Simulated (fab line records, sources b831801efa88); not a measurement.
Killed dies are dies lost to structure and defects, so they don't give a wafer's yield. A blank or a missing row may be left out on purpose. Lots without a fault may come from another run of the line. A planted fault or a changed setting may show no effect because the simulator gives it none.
Which tool did it? | flow sky130 | 12 lots, 36 wafers sampled, at 2 steps of a route of 708

WHAT THE GAUGES READ, wafer by wafer
SKY_VIA1_BOW_MEAS_03.
lot  | measured     | on            | VIA1_BOW (um)
L075 | day 33 17:38 | film_metro-02 | 91 86 75
L077 | day 33 20:58 | film_metro-02 | 83 83 86
L079 | day 34 19:43 | film_metro-02 | 75 82 94
L081 | day 35 17:20 | film_metro-03 | 95 100 77
L083 | day 36 00:08 | film_metro-03 | 71 87 82
L085 | day 36 13:09 | film_metro-02 | 77 91 81
L087 | day 37 05:28 | film_metro-02 | 83 77 76
L089 | day 37 22:40 | film_metro-02 | 72 81 99
L091 | day 38 10:09 | film_metro-04 | 87 78 70
L093 | day 38 20:29 | film_metro-02 | 83 84 71
L095 | day 40 00:43 | film_metro-03 | 77 72 79
L097 | day 40 01:53 | film_metro-03 | 100 93 81

WHICH TOOL RAN EACH LOT (tool, then ch and the chambers of the sampled wafers, then the start)
lot  | SKY_LOCAL_INTERCONNECT_ETCH_13
L075 | rie_metal-01 ch 0,1, day 31 06:28
L077 | rie_metal-04 ch 0,1, day 31 09:14
L079 | rie_metal-01 ch 0,1, day 32 09:53
L081 | rie_metal-01 ch 0,1, day 33 07:28
L083 | rie_metal-03 ch 0,1, day 33 15:31
L085 | rie_metal-04 ch 0,1, day 34 04:14
L087 | rie_metal-03 ch 0, day 34 20:08
L089 | rie_metal-01 ch 1, day 35 13:13
L091 | rie_metal-03 ch 0,1, day 36 00:55
L093 | rie_metal-01 ch 0,1, day 36 12:23
L095 | rie_metal-01 ch 0,1, day 37 17:59
L097 | rie_metal-03 ch 1, day 37 20:31
- SKY_LOCAL_INTERCONNECT_ETCH_13: etches BARC in N2/H2, stops on SiO2, time 45.9 s, target depth 60 nm.

THE ANSWER, worked out from the rows above alone
Rule: what is usual is taken from the lots themselves. Put in order of their means at a reading, lots are off if they are a third of the lots or fewer, leave a main group of 4 or more, and stand apart from it by a gap of 3 or more times the standard deviation of the main group's means; of several such gaps the widest counts. A main group whose means are all the same, to the digits that the tables above print for the reading, isn't used. A lot without any number at a reading at which 4 lots or more have one is off too. The other lots that the step has rows for count as sound.
No lot is off at any reading shown: from this, nothing can be told.

WHAT THE SIMULATOR HAD PUT IN
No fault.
